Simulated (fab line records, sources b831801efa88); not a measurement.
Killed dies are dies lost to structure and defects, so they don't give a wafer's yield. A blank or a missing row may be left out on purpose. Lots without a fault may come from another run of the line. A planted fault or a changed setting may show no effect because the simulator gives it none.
A struck lot beside a sound one | flow sky130 | 31 steps out of a route of 708
Sound: wafers L841.1, L841.4, L841.5. Struck: wafers L851.1, L851.3, L851.6. The cause comes at the end.
At each step with rows: each side's tool, then ch and its chambers, then its first start. Under that, the readings that differ: sound wafers | struck wafers | difference of the means | sigmas: that difference in standard deviations of wafers without a fault.
alike: readings whose means differ by less than 2 such deviations, and words and numbers that are the same on both sides. not compared: withheld readings, readings that some wafer has no value for, bounds like >300 that may hide the same value, and numbers for which the record gives no deviation and whose values overlap.
The two part at a step that has a row with sigmas, a row that says differs or no value, or rows on one side only. Numbers that don't overlap but have no deviation are shown without sigmas and don't part them. A reading that every wafer of one side lacks parts them only if that side has two wafers or more.

SKY_LI_CONTACT_OVL_MEAS_13:
  sound on overlay-01, day 30 07:29; struck on overlay-01, day 33 19:38
  alike: LI_CONTACT_OVL
then, 1 step without rows for these wafers: SKY_LI_CONTACT_ETCH_14 (etches BARC in N2/H2, stops on SiO2, time 45.9 s, target depth 60 nm).
SKY_LI_CONTACT_ETCH_15: etches PSG in C4F8/O2/Ar, stops on Si, target depth 600 nm.
  sound on rie_diel-02 ch 0,2,3, day 30 07:34; struck on rie_diel-04 ch 0,2,3, day 33 19:43
  alike: oes_product_au
SKY_LI_CONTACT_STRIP_16: strips in O2/N2.
  sound on plasma_asher-01 ch 0,1, day 30 07:39; struck on plasma_asher-01 ch 0, day 33 19:48
  alike: drypump_motor_current_A, o2_flow_sccm, oes_product_au, strip_time_to_endpoint_s
  not compared: rf_hours_counter_h
then, 4 steps without rows for these wafers: SKY_LI_CONTACT_CLEAN_17 (cleans in NMP, time 600 s); SKY_LI_CONTACT_PRE_CLEAN_18 (time 5.6 s); SKY_LI_CONTACT_SPUTTER_19 (material Ti, target thk 20 nm, time 106.37 s); SKY_LI_CONTACT_SPUTTER_20 (material TiN, target thk 20 nm, time 80 s).
SKY_LI_CONTACT_CVD_21: deposits W, target thk 400 nm, time 120.56 s.
  sound on cvd_w-02 ch 1, day 30 08:05; struck on cvd_w-01 ch 0,1, day 33 20:25
  alike: chamber_pressure_Torr, heater_power_w
SKY_LI_CONTACT_RS_MEAS_22: measures by four-point-probe.
  sound on film_metro-01, day 30 08:13; struck on film_metro-02, day 33 20:32
  alike: LI_CONTACT_W_RS
SKY_LI_CONTACT_THK_MEAS_23: measures by xrf.
  sound on film_metro-01, day 30 08:20; struck on film_metro-02, day 33 20:39
  alike: LI_CONTACT_W_THK
SKY_LI_CONTACT_CMP_24: polishes, stops on PSG, t overpolish 20 s, target thk 0 nm.
  sound on cmp-02 ch 1,2,3, day 30 08:26; struck on cmp-01 ch 0,1,2, day 33 20:49
  reading                | sound       | struck   | difference | sigmas
  time_to_endpoint_s (s) | 104 106 101 | 88 96 90 | -12        | -2
  alike: motor_current_A, overpolish_run_s
SKY_LOCAL_INTERCONNECT_SPUTTER_00: material TiN, target thk 100 nm, time 83.3 s.
  sound on pvd_sputter-01, day 30 08:41; struck on pvd_sputter-03, day 33 21:01
  reading                                                | sound             | struck            | difference | sigmas
  model.TiN_of_LOCAL_INTERCONNECT_SPUTTER_00.thk_nm (nm) | 100.7 100.7 99.54 | 96.62 95.54 96.58 | -4.07      |
  alike: throttle_valve_pct
SKY_LOCAL_INTERCONNECT_RS_MEAS_01: measures by four-point-probe.
  sound on film_metro-03, day 30 08:45; struck on film_metro-03, day 33 21:05
  reading                            | sound             | struck            | difference | sigmas
  LOCAL_INTERCONNECT_TIN_RS (ohm/sq) | 14.07 14.07 14.26 | 14.71 14.88 14.70 | +0.63      | +4
SKY_LOCAL_INTERCONNECT_THK_MEAS_02: measures by xrf.
  sound on film_metro-03, day 30 08:52; struck on film_metro-03, day 33 21:12
  reading                         | sound            | struck         | difference | sigmas
  LOCAL_INTERCONNECT_TIN_THK (nm) | 100.4 100.0 99.3 | 96.9 95.5 96.7 | -3.5       | -3
then, 8 steps without rows for these wafers: SKY_LOCAL_INTERCONNECT_DEHYDRATE_03 (time 60 s); SKY_LOCAL_INTERCONNECT_HMDS_04 (prime time 60 s); SKY_LOCAL_INTERCONNECT_COAT_05 (resist thk 60 nm); SKY_LOCAL_INTERCONNECT_COAT_06 (resist thk 450 nm); SKY_LOCAL_INTERCONNECT_SOFTBAKE_07 (time 90 s); SKY_LOCAL_INTERCONNECT_EXPOSE_08 (exposes mask LI1M, target cd 170 nm); SKY_LOCAL_INTERCONNECT_PEB_09; SKY_LOCAL_INTERCONNECT_DEVELOP_10 (develop time 60 s).
SKY_LOCAL_INTERCONNECT_CD_MEAS_11: target cd 170 nm.
  sound on cd_sem-02, day 31 12:46; struck on cd_sem-02, day 34 23:43
  alike: cd_nm
SKY_LOCAL_INTERCONNECT_OVL_MEAS_12:
  sound on overlay-02, day 31 12:53; struck on overlay-02, day 34 23:50
  reading                     | sound     | struck | difference | sigmas
  LOCAL_INTERCONNECT_OVL (nm) | -9 -13 -4 | 6 10 5 | +16        | +3
SKY_LOCAL_INTERCONNECT_ETCH_13: etches BARC in N2/H2, stops on SiO2, time 45.9 s, target depth 60 nm.
  sound on rie_metal-04 ch 0,1, day 31 12:55; struck on rie_metal-01 ch 0,1, day 34 23:53
  alike: drypump_motor_current_A, oes_product_au, throttle_valve_pct
  not compared: rf_hours_counter_h
SKY_LOCAL_INTERCONNECT_METAL_ETCH_14: etches TiN in Cl2/BCl3, stops on PSG, target depth 110 nm, time 31.4 s.
  sound on rie_metal-04 ch 0,1, day 31 12:59; struck on rie_metal-01 ch 0,1, day 34 23:56
  reading                                        | sound                | struck               | difference | sigmas
  oes_product_au (a.u.)                          | 0.946 0.939 0.934    | 0.909 0.908 0.918    | -0.028     | -4
  throttle_valve_pct (%)                         | 21.877 21.897 21.890 | 21.924 21.916 21.909 | +0.028     | +3
  model.LOCAL_INTERCONNECT.feature_depth_nm (nm) | 100.7 100.7 99.54    | 96.62 95.54 96.58    | -4.07      |
  model.etch.depth_nm (nm)                       | 100.7 100.7 99.54    | 96.62 95.54 96.58    | -4.07      |
  alike: drypump_motor_current_A
  not compared: rf_hours_counter_h
then, 1 step without rows for these wafers: SKY_LOCAL_INTERCONNECT_STRIP_15 (strips in O2/N2).
SKY_LOCAL_INTERCONNECT_STRIP_16: strips in post etch residue remover, time 1200 s.
  sound on wet_bench-02 ch 1, day 31 13:08; struck on wet_bench-02 ch 0, day 35 00:05
  reading                                                | sound             | struck            | difference | sigmas
  model.TiN_of_LOCAL_INTERCONNECT_SPUTTER_00.thk_nm (nm) | 100.3 100.3 99.12 | 96.19 95.11 96.15 | -4.09      |
then, 1 step without rows for these wafers: SKY_LOCAL_INTERCONNECT_CLEAN_17 (cleans in IPA, time 180 s).
-- the record jumps here: 14 days lie between the struck wafers' starts before and after (it left off in module LOCAL_INTERCONNECT and takes up again in module PAD_OPEN, whose first step shown is number 708 of the route) --
SKY_PAD_OPEN_PROBE_99:
  sound on prober-02, day 46 13:32; struck on prober-01, day 49 03:57
  reading                        | sound             | struck           | difference | sigmas
  model.etest.res_li.line_ohm_um | 74.3 73.82 74.35  | 77.7 79.48 78.63 | +4.4       |
  model.etest.res_li.rs_ohm_sq   | 12.66 12.83 12.81 | 13.2 13.46 13.22 | +0.5       |
  alike: killed_at_M0_to_M3, killed_at_M4_up, killed_at_contacts, killed_at_front_end, killed_at_other, killed_dies, killed_open, killed_short

WHERE THEY PART
First at SKY_LI_CONTACT_CMP_24; last, within this record, at SKY_LOCAL_INTERCONNECT_METAL_ETCH_14. Later steps at which nothing parts them and some readings are alike: SKY_PAD_OPEN_PROBE_99.

WHY: what the simulator had put in
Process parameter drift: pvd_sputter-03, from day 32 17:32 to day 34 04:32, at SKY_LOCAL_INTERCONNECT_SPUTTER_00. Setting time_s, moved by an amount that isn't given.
